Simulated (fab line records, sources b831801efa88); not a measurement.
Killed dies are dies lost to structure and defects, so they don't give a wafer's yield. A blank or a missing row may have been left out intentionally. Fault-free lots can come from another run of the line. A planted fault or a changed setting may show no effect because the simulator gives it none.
A struck lot beside a sound one | flow sky130 | 20 steps out of a route of 708
Sound: wafers L472.1, L472.4, L472.5. Struck: wafers L489.1, L489.4, L489.6. The cause comes at the end.
Per side, at each step with rows, come the tool, then ch with its chambers, and then its first start. Under that, the readings that differ: sound wafers | struck wafers | difference of the means | sigmas: that difference in standard deviations of wafers without a fault.
alike: a reading whose means differ by less than 2 such deviations, as well as words and numbers matching on both sides. not compared: withheld readings; readings where some wafer has no value; bounds like >300 that might hide an equal value; numbers whose values overlap and for which the record gives no deviation.
A row with sigmas, a row that says differs or no value, or rows on one side alone: a step with any of these is where the two part. Numbers that don't overlap but have no deviation are shown without sigmas and don't part them. A reading that every wafer of one side lacks parts them only if that side has two wafers or more.

first, 6 steps without rows for these wafers: SKY_VT_ADJUST_PCH_HMDS_01 (prime time 60 s); SKY_VT_ADJUST_PCH_COAT_02 (resist thk 3000 nm); SKY_VT_ADJUST_PCH_SOFTBAKE_03; SKY_VT_ADJUST_PCH_EXPOSE_04 (exposes mask NWM, target cd 840 nm); SKY_VT_ADJUST_PCH_PEB_05; SKY_VT_ADJUST_PCH_DEVELOP_06 (develop time 60 s).
SKY_VT_ADJUST_PCH_OVL_MEAS_07:
  struck on overlay-01, day 15 22:46; sound on overlay-01, day 10 04:23
  alike: VT_ADJUST_PCH_OVL
after that, 1 step had no rows for these wafers: SKY_VT_ADJUST_PCH_IMPLANT_08.
SKY_VT_ADJUST_PCH_STRIP_09: strips in O2/N2.
  sound on plasma-asher-01 ch 0, day 10 04:34; struck on plasma-asher-01 ch 0,1, day 15 22:57
  alike: drypump-motor-current-A, oes-product-au, strip-time-to-endpoint-s
  not compared: rf-hours-counter-h
SKY_VT_ADJUST_PCH_TW_MEAS_10:
  struck on film-metro-01, day 15 23:03; sound on film-metro-02, day 10 04:40
  alike: VT_ADJUST_PCH_TW
then, 2 steps without rows for these wafers: SKY_SONOS_TUNNEL_DEHYDRATE_00 (time 60 s); SKY_SONOS_TUNNEL_HMDS_01 (prime time 60 s).
SKY_SONOS_TUNNEL_COAT_02: resist thk 1140 nm.
  sound on litho-track-04 ch 0, day 10 15:46; struck on litho-track-04 ch 0, day 16 12:13
  reading                                           | sound          | struck            | difference | sigmas
  model.NOVOLAK_of_SONOS_TUNNEL_COAT_02.thk-nm (nm) | 1132 1133 1139 | 828.5 829.5 827.6 | -306.1     |
then, 3 steps without rows for these wafers: SKY_SONOS_TUNNEL_SOFTBAKE_03 (time 60 s); SKY_SONOS_TUNNEL_EXPOSE_04 (exposes mask TUNM, target cd 410 nm); SKY_SONOS_TUNNEL_PEB_05.
SKY_SONOS_TUNNEL_DEVELOP_06: develop time 62.84 s.
  sound on litho-track-04 ch 0, day 11 02:58; struck on litho-track-02 ch 0, day 17 02:22
  reading                                           | sound           | struck            | difference | sigmas
  model.NOVOLAK_of_SONOS_TUNNEL_COAT_02.thk-nm (nm) | 1131 1132 1139  | 828.1 829.1 827.2 | -305.9     |
  model.SONOS_TUNNEL.cd-nm (nm)                     | 408.6 406.9 407 | 447 445.9 446.6   | +39        |
SKY_SONOS_TUNNEL_CD_MEAS_07 targets a cd of 410 nm.
  struck on cd-sem-01, day 17 02:31; sound on cd-sem-02, day 11 03:07
  reading    | sound             | struck            | difference | sigmas
  cd-nm (nm) | 409.0 406.9 406.9 | 447.1 445.8 446.5 | +38.9      | +15
SKY_SONOS_TUNNEL_OVL_MEAS_08:
  struck on overlay-02, day 17 02:38; sound on overlay-02, day 11 03:14
  alike: SONOS_TUNNEL_OVL
-- the record jumps here: 33 days lie between the struck wafers' starts before and after (it left off in module SONOS_TUNNEL and takes up again in module PAD_OPEN, whose first step shown is number 708 of the route) --
SKY_PAD_OPEN_PROBE_99:
  struck on prober-02, day 50 03:50; sound on prober-01, day 45 12:53
  reading             | sound   | struck   | difference | sigmas
  killed-at-front-end | 4 14 19 | 24 21 31 | +13        | +3
  alike: killed_at_M0_to_M3, killed_at_M4_up, killed-at-contacts, killed-at-other, killed-dies, killed-open, killed-short

== WHERE THEY PART ==
Earliest at SKY_SONOS_TUNNEL_CD_MEAS_07; latest, in this record, at SKY_PAD_OPEN_PROBE_99.

WHY: what the simulator had put in
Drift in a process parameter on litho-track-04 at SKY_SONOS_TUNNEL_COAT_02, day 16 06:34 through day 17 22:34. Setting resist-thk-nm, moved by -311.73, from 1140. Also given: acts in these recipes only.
